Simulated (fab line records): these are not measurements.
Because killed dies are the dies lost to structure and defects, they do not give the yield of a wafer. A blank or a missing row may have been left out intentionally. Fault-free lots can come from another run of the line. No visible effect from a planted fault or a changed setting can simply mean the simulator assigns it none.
fab line records ; flow sky130
[record] lots = 7; wafers = 21; last-day = 50
route steps=708 shown METAL1@455 VIA1@458
lots that met no fault: taken from a fault-free run of the same line
start-h: hours from the record's first day to the start of the lot's first wafer shown ; wait-h: hours from the lot's prior step to this one ; " same as the row above ; L1.1+2: a single row standing in for several wafers ; - no value, or no start was given ; * or withheld: withheld ; < > ~ a bound
route shown NAME@n: names a module that has steps shown in the file, with the first one's number in the route ; usual: mean and standard deviation over wafers with no fault ; same: alike in all rows ; chamber/n: place in a boat ; sites: readings site by site ; _std_site: the values' standard deviation ; _edge_site: inner sites' mean taken away from outer sites' mean ; radius-mm: how far each site lies from the wafer's centre ; mask NAME#n: copy n ; behind: tool/chamber where the wafer was last shaped ; hold: what put the lot on hold/how long, in hours/how the hold closed ; device: names the non-switching transistor (n, p or np) ; end of line: the tests these same wafers got at the end of their route ; for a step that has no rows: nothing shown but its recipe ; killed: dies lost to structure and defects at the first sort, not the wafer's yield ; map: a wafer's dies, x killed, . not, _ none there
set.NAME: the run value of the setting; set.NAME@STEP: its run value at that earlier step ; model.NAME: the simulator's own value behind a step, which no gauge read
lots at selected steps of the route; one table per step, one row per wafer
services: a tool's chamber out of use, with start hour (start-h, from the record's first day; less than 0 if before it), hours out, and reason
[[steps]]
[step SKY_METAL1_STRIP_21]
[recipe] chemistry = post-etch-residue-remover; time-s = 1200; temp-c = 72.5
[step SKY_METAL1_CLEAN_22]
[recipe] chemistry = IPA; time-s = 180; temp-c = 25
[step SKY_METAL1_CLEAN_23]
[recipe] chemistry = O3/DIW; dry = n2-spin
[step SKY_VIA1_HDPCVD_00]
[recipe] material = SiO2; target-thk-nm = 1030; sigma-open-frac = 0.3; time-s = 171.7; temp-c = 400; sih4-flow-sccm = 60; pressure-mtorr = 6
[step SKY_VIA1_THK_MEAS_01]
[recipe] reads = SiO2_of_VIA1_HDPCVD_00
[usual] VIA1_HDPCVD_THK = 1036/9.2
lot.wafer;tool;chamber;start-h;wait-h;VIA1_HDPCVD_THK[nm]
L934.1;film-metro-03;-;767.09;0.1;1043
L934.3;film-metro-03;-;767.09;0.1;1033
L934.4;film-metro-03;-;767.09;0.1;1039
L936.1;film-metro-01;-;795.01;0.1;1044
L936.5;film-metro-01;-;795.01;0.1;1054
L936.6;film-metro-01;-;795.01;0.1;1035
L948.1;film-metro-03;-;878.85;0.1;1035
L948.4;film-metro-03;-;878.85;0.1;1036
L948.6;film-metro-03;-;878.85;0.1;1018
L949.2;film-metro-02;-;884.72;0.1;1029
L949.3;film-metro-02;-;884.72;0.1;1031
L949.4;film-metro-02;-;884.72;0.1;1017
L951.1;film-metro-03;-;903.44;0.1;1031
L951.3;film-metro-03;-;903.44;0.1;1038
L951.6;film-metro-03;-;903.44;0.1;1030
L950.1;film-metro-03;-;907.11;0.1;1043
L950.2;film-metro-03;-;907.11;0.1;1047
L950.4;film-metro-03;-;907.11;0.1;1051
L956.3;film-metro-01;-;931.97;0.1;1031
L956.4;film-metro-01;-;931.97;0.1;1039
L956.5;film-metro-01;-;931.97;0.1;1029
[step SKY_VIA1_CMP_02]
[recipe] material = SiO2; down-force-psi = 4; platen-rpm = 60; pad-velocity-m-s = 0.94248
[usual] motor-current-A = 12.0/0.99; platen-rpm = 60.00/0.042
lot.wafer;tool;chamber;start-h;wait-h;motor-current-A;platen-rpm
L934.3;cmp-01;3;767.15;0.0;12.9;59.97
L934.1;cmp-01;0;767.15;0.0;12.7;60.00
L934.4;cmp-01;1;767.15;0.0;10.5;59.99
L936.1;cmp-02;3;795.07;0.1;12.1;60.05
L936.6;cmp-02;3;795.07;0.1;12.6;59.97
L936.5;cmp-02;0;795.07;0.1;13.5;60.01
L948.4;cmp-01;2;878.96;0.1;10.6;60.02
L948.1;cmp-01;0;878.96;0.1;12.6;59.97
L948.6;cmp-01;2;878.96;0.1;11.0;60.07
L949.3;cmp-01;0;884.77;0.0;11.3;60.08
L949.4;cmp-01;1;884.77;0.0;10.8;60.00
L949.2;cmp-01;2;884.77;0.0;11.5;59.98
L951.3;cmp-02;3;903.55;0.1;12.8;60.02
L951.1;cmp-02;0;903.55;0.1;12.9;59.94
L951.6;cmp-02;2;903.55;0.1;11.0;60.08
L950.4;cmp-02;0;907.31;0.2;13.8;59.98
L950.1;cmp-02;2;907.31;0.2;11.6;60.04
L950.2;cmp-02;3;907.31;0.2;12.4;59.93
L956.3;cmp-01;0;932.01;0.0;12.6;59.94
L956.4;cmp-01;2;932.01;0.0;10.4;60.03
L956.5;cmp-01;0;932.01;0.0;12.0;59.99
[step SKY_VIA1_BOW_MEAS_03]
[recipe] mode = bow
[usual] VIA1_BOW = 80/7
lot.wafer;tool;chamber;start-h;wait-h;VIA1_BOW[um]
L934.1;film-metro-03;-;767.48;0.2;69
L934.3;film-metro-03;-;767.48;0.2;84
L934.4;film-metro-03;-;767.48;0.2;71
L936.1;film-metro-01;-;795.37;0.2;78
L936.5;film-metro-01;-;795.37;0.2;83
L936.6;film-metro-01;-;795.37;0.2;81
L948.1;film-metro-03;-;879.21;0.1;74
L948.4;film-metro-03;-;879.21;0.1;79
L948.6;film-metro-03;-;879.21;0.1;72
L949.2;film-metro-03;-;885.09;0.2;81
L949.3;film-metro-03;-;885.09;0.2;67
L949.4;film-metro-03;-;885.09;0.2;71
L951.1;film-metro-02;-;903.80;0.1;85
L951.3;film-metro-02;-;903.80;0.1;69
L951.6;film-metro-02;-;903.80;0.1;85
L950.1;film-metro-02;-;907.61;0.1;90
L950.2;film-metro-02;-;907.61;0.1;94
L950.4;film-metro-02;-;907.61;0.1;77
L956.3;film-metro-01;-;932.35;0.3;84
L956.4;film-metro-01;-;932.35;0.3;79
L956.5;film-metro-01;-;932.35;0.3;78
[step SKY_VIA1_DEHYDRATE_04]
[recipe] temp-c = 200; time-s = 60
[step SKY_VIA1_HMDS_05]
[recipe] prime-time-s = 60; prime-temp-c = 120
[step SKY_VIA1_COAT_06]
[recipe] resist = BARC; temp-c = withheld; time-s = withheld; spin-rpm = 3000; resist-thk-nm = 60
[step SKY_VIA1_COAT_07]
[recipe] resist = KrF-thick; spin-rpm = 3000; resist-thk-nm = 450
[step SKY_VIA1_SOFTBAKE_08]
[recipe] temp-c = 100; time-s = 90; resist = KrF-thick
[step SKY_VIA1_EXPOSE_09]
[recipe] mask-id = VIM; na = 0.8; source-shape = annular; sigma-inner = 0.55; sigma-outer = 0.85; target-cd-nm = 150; dose-mj = 38.94
[usual] exposure-dose-mJ-cm2 = 37.94/0.053; focus-offset-nm = -0.1/0.59
lot.wafer;tool;chamber;start-h;wait-h;mask;exposure-dose-mJ-cm2;focus-offset-nm
L934.1;krf-scanner-01;0;781.46;-;VIM#0;37.93;0.5
L934.3;krf-scanner-01;0;781.46;-;VIM#0;37.90;-0.3
L934.4;krf-scanner-01;0;781.46;-;VIM#0;37.85;0.6
L936.1;krf-scanner-02;0;808.84;-;VIM#0;37.99;-0.8
L936.5;krf-scanner-02;0;808.84;-;VIM#0;37.99;-0.4
L936.6;krf-scanner-02;0;808.84;-;VIM#0;37.97;-0.6
L948.1;krf-scanner-01;-;892.57;-;VIM#0;-;-
L948.4;krf-scanner-01;-;892.57;-;VIM#0;-;-
L948.6;krf-scanner-01;-;892.57;-;VIM#0;-;-
L949.2;krf-scanner-01;-;898.42;-;VIM#0;-;-
L949.3;krf-scanner-01;-;898.42;-;VIM#0;-;-
L949.4;krf-scanner-01;-;898.42;-;VIM#0;-;-
L951.1;krf-scanner-01;-;916.27;-;VIM#0;-;-
L951.3;krf-scanner-01;-;916.27;-;VIM#0;-;-
L951.6;krf-scanner-01;-;916.27;-;VIM#0;-;-
L950.1;krf-scanner-01;0;920.11;-;VIM#0;37.89;-0.5
L950.2;krf-scanner-01;0;920.11;-;VIM#0;37.92;0.8
L950.4;krf-scanner-01;0;920.11;-;VIM#0;37.87;0.1
L956.3;krf-scanner-02;0;943.88;-;VIM#0;38.07;0.6
L956.4;krf-scanner-02;0;943.88;-;VIM#0;37.99;0.3
L956.5;krf-scanner-02;0;943.88;-;VIM#0;38.04;-0.3
[step SKY_VIA1_PEB_10]
[recipe] peb-temp-c = withheld; peb-time-s = withheld; resist = KrF-thick
[[services]]
tool;chamber;start-h;hours;kind
cmp-01;-;744.33;4.0;pm
krf-scanner-02;-;752.16;4.0;pm
krf-scanner-02;-;756.04;0.7;repair
krf-scanner-02;-;756.70;1.0;pm
krf-scanner-01;-;757.70;0.8;pm
krf-scanner-01;-;764.13;1.5;repair
krf-scanner-01;-;765.91;1.0;pm
krf-scanner-02;-;768.15;9.2;repair
cmp-01;-;783.61;0.6;repair
cmp-01;-;785.66;4.0;pm
krf-scanner-01;-;787.23;1.3;pm
krf-scanner-01;-;789.63;0.4;repair
cmp-01;-;794.37;18.9;pm
krf-scanner-02;-;795.02;4.4;pm
cmp-02;-;797.39;0.8;repair
krf-scanner-01;-;804.65;5.2;repair
cmp-02;-;843.65;5.6;pm
cmp-02;-;878.31;2.4;repair
cmp-02;-;889.56;1.7;repair
cmp-01;-;897.71;6.7;pm
cmp-01;-;910.08;3.5;repair
cmp-02;-;912.03;4.0;pm
krf-scanner-01;-;930.51;0.8;pm
krf-scanner-01;-;934.86;1.0;pm
[[key]]
[first-sign] step = SKY_VIA1_EXPOSE_09; reading = tool-record; direction = missing
effect none on later readings
met-at SKY_VIA1_EXPOSE_09
struck-wafers L948.1,L948.4,L948.6,L949.2,L949.3,L949.4,L951.1,L951.3,L951.6
later-rows-left-out L948.1,L948.4,L948.6,L949.2,L949.3,L949.4,L951.1,L951.3,L951.6
sort-left-out L948.1,L948.4,L948.6,L949.2,L949.3,L949.4,L951.1,L951.3,L951.6
onset-between 781.46 892.57
[fault] kind = skipped-step-whole; tool = krf-scanner-01; chamber = -; onset-h = 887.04; steps = SKY_VIA1_EXPOSE_09; scope = struck-lots-only
// sort-left-out: the simulated sort isn't trusted on such a fault, so these wafers' sort isn't shown, and their yield isn't known
// later-rows-left-out: the simulator's readings of these wafers behind a module that went badly wrong aren't trusted and aren't shown, but for the sort
